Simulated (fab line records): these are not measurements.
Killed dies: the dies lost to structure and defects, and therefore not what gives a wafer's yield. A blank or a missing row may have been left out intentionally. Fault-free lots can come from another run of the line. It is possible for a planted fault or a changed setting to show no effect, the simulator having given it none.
What tool caused it? :: flow gf180mcu :: 11 lots, 33 wafers sampled, at 6 steps of a route of 602

== WHAT THE GAUGES READ, wafer by wafer ==
GF_V1_BOW_MEAS_05.
lot: L893
measured: day 17 15:34
on: filmMetro-01
V1_BOW (um): 76 79 94

lot: L894
measured: day 18 01:09
on: filmMetro-01
V1_BOW (um): 74 78 80

lot: L895
measured: day 18 14:19
on: filmMetro-03
V1_BOW (um): 87 75 79

lot: L897
measured: day 19 08:56
on: filmMetro-03
V1_BOW (um): 70 73 74

lot: L898
measured: day 20 00:45
on: filmMetro-01
V1_BOW (um): 92 86 98

lot: L903
measured: day 21 15:22
on: filmMetro-01
V1_BOW (um): 71 84 87

lot: L904
measured: day 22 02:40
on: filmMetro-03
V1_BOW (um): 75 67 68

lot: L905
measured: day 22 05:22
on: filmMetro-02
V1_BOW (um): 74 81 74

lot: L906
measured: day 22 14:20
on: filmMetro-03
V1_BOW (um): 88 80 91

lot: L907
measured: day 22 22:29
on: filmMetro-01
V1_BOW (um): 91 86 78

lot: L915
measured: day 25 13:59
on: filmMetro-03
V1_BOW (um): 80 88 79

GF_V4_RS_MEAS_24: a four-point-probe measurement.
lot: L893
measured: day 25 00:17
on: filmMetro-04
V4_W_RS (ohm/sq): 0.329 0.330 0.328

lot: L894
measured: day 25 09:42
on: filmMetro-04
V4_W_RS (ohm/sq): 0.332 0.331 0.330

lot: L895
measured: day 25 20:08
on: filmMetro-04
V4_W_RS (ohm/sq): 0.329 0.331 0.332

lot: L897
measured: day 26 13:20
on: filmMetro-03
V4_W_RS (ohm/sq): 0.328 0.327 0.330

lot: L898
measured: day 27 00:07
on: filmMetro-03
V4_W_RS (ohm/sq): 0.327 0.326 0.324

lot: L903
measured: day 28 11:10
on: filmMetro-03
V4_W_RS (ohm/sq): 0.331 0.332 0.328

lot: L904
measured: day 28 20:10
on: filmMetro-03
V4_W_RS (ohm/sq): 0.183 0.334 0.327

lot: L905
measured: day 28 22:01
on: filmMetro-02
V4_W_RS (ohm/sq): 0.184 0.330 0.186

lot: L906
measured: day 29 06:26
on: filmMetro-03
V4_W_RS (ohm/sq): 0.324 0.325 0.332

lot: L907
measured: day 29 12:35
on: filmMetro-02
V4_W_RS (ohm/sq): 0.328 0.184 0.185

lot: L915
measured: day 31 16:35
on: filmMetro-03
V4_W_RS (ohm/sq): 0.327 0.328 0.324

GF_V4_THK_MEAS_25: measures by xrf.
lot: L893
measured: day 25 00:23
on: filmMetro-04
V4_W_THK (nm): 337 338 338

lot: L894
measured: day 25 09:49
on: filmMetro-04
V4_W_THK (nm): 335 337 336

lot: L895
measured: day 25 20:14
on: filmMetro-04
V4_W_THK (nm): 337 337 335

lot: L897
measured: day 26 13:28
on: filmMetro-03
V4_W_THK (nm): 343 342 339

lot: L898
measured: day 27 00:14
on: filmMetro-03
V4_W_THK (nm): 340 339 342

lot: L903
measured: day 28 11:17
on: filmMetro-03
V4_W_THK (nm): 340 339 341

lot: L904
measured: day 28 20:17
on: filmMetro-03
V4_W_THK (nm): - 337 344

lot: L905
measured: day 28 22:08
on: filmMetro-02
V4_W_THK (nm): 564 331 560

lot: L906
measured: day 29 06:34
on: filmMetro-03
V4_W_THK (nm): 341 342 337

lot: L907
measured: day 29 12:43
on: filmMetro-02
V4_W_THK (nm): 332 567 567

lot: L915
measured: day 31 16:43
on: filmMetro-03
V4_W_THK (nm): 342 340 342

== EACH LOT AND THE TOOL THAT RAN IT (in order: tool; ch and the chambers of the sampled wafers; start) ==
lot: L893
GF_M2_SPUTTER_00: pvdSputter-01, day 18 17:05
GF_M2_SPUTTER_02: pvdSputter-01, day 18 17:13
GF_V4_CVD_23: cvdW-02 ch 0,1, day 25 00:09

lot: L894
GF_M2_SPUTTER_00: pvdSputter-03, day 19 03:32
GF_M2_SPUTTER_02: pvdSputter-03, day 19 03:40
GF_V4_CVD_23: cvdW-02 ch 0,1, day 25 09:34

lot: L895
GF_M2_SPUTTER_00: pvdSputter-01, day 19 16:44
GF_M2_SPUTTER_02: pvdSputter-01, day 19 16:52
GF_V4_CVD_23: cvdW-01 ch 0,1, day 25 20:01

lot: L897
GF_M2_SPUTTER_00: pvdSputter-04, day 20 10:47
GF_M2_SPUTTER_02: pvdSputter-04, day 20 11:03
GF_V4_CVD_23: cvdW-02 ch 0,1, day 26 13:14

lot: L898
GF_M2_SPUTTER_00: pvdSputter-03, day 21 03:05
GF_M2_SPUTTER_02: pvdSputter-03, day 21 03:13
GF_V4_CVD_23: cvdW-02 ch 0,1, day 26 23:59

lot: L903
GF_M2_SPUTTER_00: pvdSputter-01, day 22 16:10
GF_M2_SPUTTER_02: pvdSputter-01, day 22 16:17
GF_V4_CVD_23: cvdW-02 ch 0,1, day 28 11:03

lot: L904
GF_M2_SPUTTER_00: pvdSputter-04, day 23 03:55
GF_M2_SPUTTER_02: pvdSputter-04, day 23 04:04
GF_V4_CVD_23: cvdW-02 ch 0,1, day 28 20:02

lot: L905
GF_M2_SPUTTER_00: pvdSputter-01, day 23 06:04
GF_M2_SPUTTER_02: pvdSputter-01, day 23 06:11
GF_V4_CVD_23: cvdW-02 ch 0,1, day 28 21:53

lot: L906
GF_M2_SPUTTER_00: pvdSputter-01, day 23 15:04
GF_M2_SPUTTER_02: pvdSputter-01, day 23 15:11
GF_V4_CVD_23: cvdW-01 ch 0,1, day 29 06:20

lot: L907
GF_M2_SPUTTER_00: pvdSputter-01, day 23 23:01
GF_M2_SPUTTER_02: pvdSputter-01, day 23 23:09
GF_V4_CVD_23: cvdW-02 ch 1, day 29 12:29

lot: L915
GF_M2_SPUTTER_00: pvdSputter-03, day 26 13:08
GF_M2_SPUTTER_02: pvdSputter-03, day 26 13:16
GF_V4_CVD_23: cvdW-01 ch 0,1, day 31 16:29
- GF_M2_SPUTTER_00: material Ti, target thk 37.5 nm, time 150 s.
- GF_M2_SPUTTER_02: material AlCu, target thk 450 nm, time 23.9 s.
- GF_V4_CVD_23: deposits W, target thk 350 nm, time 104.9 s.

== AS READ BY THE TOOLS THEMSELVES (means over the sampled wafers that have a number; for cases with no such wafer, the mark the record gives instead) ==
GF_M2_SPUTTER_00.
lot: L893
tool: pvdSputter-01
throttleValvePct (%): 30.6

lot: L894
tool: pvdSputter-03
throttleValvePct (%): 30.1

lot: L895
tool: pvdSputter-01
throttleValvePct (%): 30.4

lot: L897
tool: pvdSputter-04
throttleValvePct (%): 30.5

lot: L898
tool: pvdSputter-03
throttleValvePct (%): 29.6

lot: L903
tool: pvdSputter-01
throttleValvePct (%): 30.3

lot: L904
tool: pvdSputter-04
throttleValvePct (%): 30.6

lot: L905
tool: pvdSputter-01
throttleValvePct (%): 30.2

lot: L906
tool: pvdSputter-01
throttleValvePct (%): 30.6

lot: L907
tool: pvdSputter-01
throttleValvePct (%): 30.6

lot: L915
tool: pvdSputter-03
throttleValvePct (%): 30.0

GF_M2_SPUTTER_02.
lot: L893
tool: pvdSputter-01
throttleValvePct (%): 30.4

lot: L894
tool: pvdSputter-03
throttleValvePct (%): 30.0

lot: L895
tool: pvdSputter-01
throttleValvePct (%): 30.4

lot: L897
tool: pvdSputter-04
throttleValvePct (%): 30.6

lot: L898
tool: pvdSputter-03
throttleValvePct (%): 29.5

lot: L903
tool: pvdSputter-01
throttleValvePct (%): 30.4

lot: L904
tool: pvdSputter-04
throttleValvePct (%): 30.6

lot: L905
tool: pvdSputter-01
throttleValvePct (%): 30.3

lot: L906
tool: pvdSputter-01
throttleValvePct (%): 30.4

lot: L907
tool: pvdSputter-01
throttleValvePct (%): 30.5

lot: L915
tool: pvdSputter-03
throttleValvePct (%): 29.8

GF_V4_CVD_23.
lot: L893
tool: cvdW-02
heaterPowerW (W): 941

lot: L894
tool: cvdW-02
heaterPowerW (W): 910

lot: L895
tool: cvdW-01
heaterPowerW (W): 866

lot: L897
tool: cvdW-02
heaterPowerW (W): 914

lot: L898
tool: cvdW-02
heaterPowerW (W): 911

lot: L903
tool: cvdW-02
heaterPowerW (W): 922

lot: L904
tool: cvdW-02
heaterPowerW (W): 896

lot: L905
tool: cvdW-02
heaterPowerW (W): 948

lot: L906
tool: cvdW-01
heaterPowerW (W): 780

lot: L907
tool: cvdW-02
heaterPowerW (W): 1005

lot: L915
tool: cvdW-01
heaterPowerW (W): 801

== THE ANSWER, worked out from the rows above alone ==
Rule: the lots themselves supply what counts as usual. Put in order of their means at a reading, lots are off if they are a third of the lots or fewer, leave a main group of 4 or more, and stand apart from it by a gap of 3 or more times the standard deviation of the main group's means; of several such gaps the widest counts. A main group whose means are all the same, to the digits that the tables above print for the reading, isn't used. Also off: a lot with no number at a reading for which 4 or more lots have one. The other lots that the step has rows for count as sound. Order of review: gauges by route order, followed by the tools' own readings, for which a lot's mean as printed above is used. At the first step where some lot is off, the reading lying furthest off is the one used; lots without a number count as furthest.
Off: L904, L905, L907, at GF_V4_RS_MEAS_24 (V4_W_RS). The main group has a mean of 0.329 ohm/sq with a standard deviation of 0.0019.
A tool fits if, at a process step before that reading, it ran every lot that is off, and no sound lot after the first of them. The gauges at GF_V4_RS_MEAS_24 are tried like those tools. One fits: cvdW-02 at GF_V4_CVD_23. A fault onset in the window from L903 (day 28 11:03, its last sound lot) to L904 (day 28 20:02, its first lot off) fits.

== WHAT WAS PUT IN BY THE SIMULATOR ==
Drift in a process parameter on cvdW-02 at GF_V4_CVD_23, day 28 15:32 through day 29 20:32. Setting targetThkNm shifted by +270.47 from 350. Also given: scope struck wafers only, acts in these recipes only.
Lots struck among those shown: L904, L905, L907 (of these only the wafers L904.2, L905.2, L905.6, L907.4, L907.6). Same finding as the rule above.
